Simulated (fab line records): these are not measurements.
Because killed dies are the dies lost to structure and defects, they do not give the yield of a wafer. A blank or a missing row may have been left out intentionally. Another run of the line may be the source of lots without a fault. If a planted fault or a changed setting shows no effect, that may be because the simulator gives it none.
Chamber matching    flow gf180mcu    4 sister chambers for GF_V4_ETCH_16 on rieDiel-01
The step etches BARC in N2/H2. 8 wafers are shown with their chamber, then 8 later ones without.

EACH WAFER AND ITS CHAMBER
wafer   chamber  drypumpMotorCurrentA (A)  oesProductAu (a.u.)
L074.6  1        6.1                       0.857
L075.2  2        5.3                       0.849
L077.1  2        5.4                       0.845
L077.5  1        6.2                       0.860
L079.2  0        5.4                       0.857
L079.4  3        6.6                       0.855
L079.5  3        6.7                       0.846
L080.3  0        5.4                       0.862

WAFERS WITH NO CHAMBER GIVEN
wafer   drypumpMotorCurrentA (A)  oesProductAu (a.u.)
L080.4  5.4                       0.856
L080.5  6.7                       0.854
L085.1  6.7                       0.853
L085.4  6.2                       0.851
L085.5  5.4                       0.848
L092.1  5.4                       0.857
L092.4  6.1                       0.859
L092.6  6.7                       0.854

CHAMBER TAKEN BY EACH
wafer   from the rows above      in truth
L080.4  can't be placed: 0 or 2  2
L080.5  3                        3
L085.1  3                        3
L085.4  1                        1
L085.5  can't be placed: 2 or 0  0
L092.1  can't be placed: 0 or 2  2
L092.4  1                        1
L092.6  3                        3
Placed correctly: 5 of 8. Cannot be placed on the basis of these rows: 3; the candidates contain the true chamber in 3. Wrongly placed: 0.
How it was worked out, from the rows above alone: a wafer's distance from a chamber is the root of the sum, over the readings, of the square of ((its reading less the chamber's mean) divided by the reading's scatter). If the next closest chamber is less than 2 further off than the closest, the wafer can't be placed; otherwise it belongs to the closest. A chamber's mean is the mean of its shown wafers. The scatter: take each reading less its chamber's mean, square it, sum over the shown wafers, divide by the number of wafers less the number of chambers, and take the root.
